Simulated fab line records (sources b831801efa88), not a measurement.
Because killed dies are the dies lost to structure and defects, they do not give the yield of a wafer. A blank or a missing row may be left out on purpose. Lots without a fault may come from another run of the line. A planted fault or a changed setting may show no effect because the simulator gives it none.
A struck lot beside a sound one + flow gf180mcu + 32 out of 602 route steps
Sound: these wafers, L257.1, L257.2, L257.3. Wafers struck: L264.1, L264.2, L264.4. The cause is named last.
Order at every step that has rows: each side's tool, ch and its chambers, its first start. Under that, the readings that differ: sound wafers + struck wafers + difference of the means + sigmas: that difference in standard deviations of wafers without a fault.
alike: same words and numbers on both sides, and readings whose means sit less than 2 such deviations apart. not compared: any withheld reading, any reading some wafer has no value for, any bound like >300 that may hide the same value, and any number with overlapping values for which the record gives no deviation.
A row with sigmas, a row that says differs or no value, or rows on one side alone: a step with any of these is where the two part. Numbers that don't overlap but have no deviation are shown without sigmas and don't part them. A reading missing from all wafers of one side parts the sides only when that side holds two or more wafers.

first, 1 step without rows for these wafers: GF_HV_LDD_CVD_56 (deposits Si3N4 from DCS/NH3, target thk 90 nm, time 1543 s).
GF_HV_LDD_THK_MEAS_57:
  sound: film metro-01 at day 14 23:26; struck: film metro-03 at day 17 17:02
  alike: HV_LDD_CVD_56_THK
GF_HV_LDD_ETCHBACK_58: etches Si3N4 in CH3F/O2, stops on SiO2, time 100 s, target depth 90 nm.
  sound on rie diel-03 ch 0,1,3, day 14 23:30; struck on rie diel-04 ch 1,2,3, day 17 17:05
  alike: drypump motor current A, oes product au, rf fwd power W, throttle valve pct
  not compared: rf hours counter h
then, 7 steps without rows for these wafers: GF_NSD_DEHYDRATE_00 (time 60 s); GF_NSD_HMDS_01 (prime time 60 s); GF_NSD_COAT_02 (resist thk 984.2 nm); GF_NSD_SOFTBAKE_03 (time 60 s); GF_NSD_EXPOSE_04 (exposes mask Nplus, target cd 400 nm); GF_NSD_PEB_05; GF_NSD_DEVELOP_06 (develop time 60 s).
GF_NSD_CD_MEAS_07 targets a cd of 400 nm.
  sound: cd sem-01 at day 15 20:59; struck: cd sem-02 at day 18 16:55
  alike: cd nm
GF_NSD_OVL_MEAS_08:
  sound: overlay-01 at day 15 21:06; struck: overlay-02 at day 18 17:02
  alike: NSD_OVL
GF_NSD_IMPLANT_09:
  sound on implanter-02 ch 0, day 15 21:08; struck on implanter-03 ch 0, day 18 17:04
| reading                   | sound             | struck            | difference | sigmas |
|---------------------------|-------------------|-------------------|------------|--------|
| implant ion amu           | 75 75 75          | 49 49 49          | -26        |        |
| model.implant.rp nm (nm)  | 38.01 38.01 38.01 | 43.69 43.69 43.69 | +5.68      |        |
| model.implant.drp nm (nm) | 16.15 16.15 16.15 | 21.23 21.23 21.23 | +5.08      |        |
  alike: tilt deg
then, 1 step without rows for these wafers: GF_NSD_IMPLANT_10.
GF_NSD_STRIP_11: strips in O2/N2.
  sound on plasma asher-02 ch 0,1, day 15 21:26; struck on plasma asher-02 ch 0,1, day 18 17:22
| reading                      | sound             | struck            | difference | sigmas |
|------------------------------|-------------------|-------------------|------------|--------|
| oes product au (a.u.)        | 0.484 0.486 0.483 | 0.478 0.474 0.473 | -0.009     | -2     |
| strip time to endpoint s (s) | 22.74 22.75 22.71 | 23.60 23.67 23.63 | +0.90      | +26    |
  alike: drypump motor current A, heater power w
  not compared: rf hours counter h
GF_NSD_TW_MEAS_12:
  sound: film metro-01 at day 15 21:32; struck: film metro-04 at day 18 17:28
  alike: NSD_TW
  not compared: hold
then, 7 steps without rows for these wafers: GF_PSD_DEHYDRATE_00 (time 60 s); GF_PSD_HMDS_01 (prime time 60 s); GF_PSD_COAT_02 (resist thk 1000 nm); GF_PSD_SOFTBAKE_03 (time 60 s); GF_PSD_EXPOSE_04 (exposes mask Pplus, target cd 400 nm); GF_PSD_PEB_05; GF_PSD_DEVELOP_06 (develop time 60 s).
GF_PSD_CD_MEAS_07 targets a cd of 400 nm.
  sound: cd sem-02 at day 16 19:27; struck: cd sem-01 at day 19 17:39
  alike: cd nm
GF_PSD_OVL_MEAS_08:
  sound: overlay-02 at day 16 19:34; struck: overlay-01 at day 19 17:46
  alike: PSD_OVL
then, 1 step without rows for these wafers: GF_PSD_IMPLANT_09.
GF_PSD_STRIP_10: strips in O2/N2.
  sound on plasma asher-02 ch 0,1, day 16 19:46; struck on plasma asher-03 ch 0,1, day 19 17:58
| reading                      | sound             | struck            | difference | sigmas |
|------------------------------|-------------------|-------------------|------------|--------|
| strip time to endpoint s (s) | 16.56 16.61 16.60 | 16.48 16.50 16.48 | -0.10      | -2     |
  alike: drypump motor current A, heater power w, oes product au
  not compared: rf hours counter h
GF_PSD_TW_MEAS_11:
  sound: film metro-01 at day 16 19:52; struck: film metro-04 at day 19 18:04
  alike: PSD_TW
then, 1 step without rows for these wafers: GF_PSD_CLEAN_12 (cleans in SC1/SC2, time 150 s).
GF_PSD_RTA_13: time 20 s.
  sound on rtp anneal-02 ch 0, day 16 19:58; struck on rtp anneal-01 ch 0, day 19 18:10
| reading            | sound          | struck         | difference | sigmas |
|--------------------|----------------|----------------|------------|--------|
| lamp power pct (%) | 35.0 35.0 34.9 | 33.0 33.0 33.0 | -2.0       | -2     |
  alike: wafer_temp_C_max
GF_PSD_RS_MEAS_14: measurement is done with a four-point probe.
  sound: film metro-01 at day 16 20:04; struck: film metro-01 at day 19 18:15
| reading         | sound             | struck | difference                    | sigmas |
|-----------------|-------------------|--------|-------------------------------|--------|
| NSD_RS (ohm/sq) | 46.09 46.08 46.32 | - - -  | no value on the struck wafers |        |
GF_PSD_RS_MEAS_15: measurement is done with a four-point probe.
  sound: film metro-01 at day 16 20:11; struck: film metro-01 at day 19 18:22
  alike: PSD_RS

== WHERE THEY PART ==
At GF_NSD_STRIP_11 first; at GF_PSD_RS_MEAS_14 last (within this record only). Later steps at which nothing parts them and some readings are alike: GF_PSD_RS_MEAS_15.

WHY: whatever the simulator had introduced
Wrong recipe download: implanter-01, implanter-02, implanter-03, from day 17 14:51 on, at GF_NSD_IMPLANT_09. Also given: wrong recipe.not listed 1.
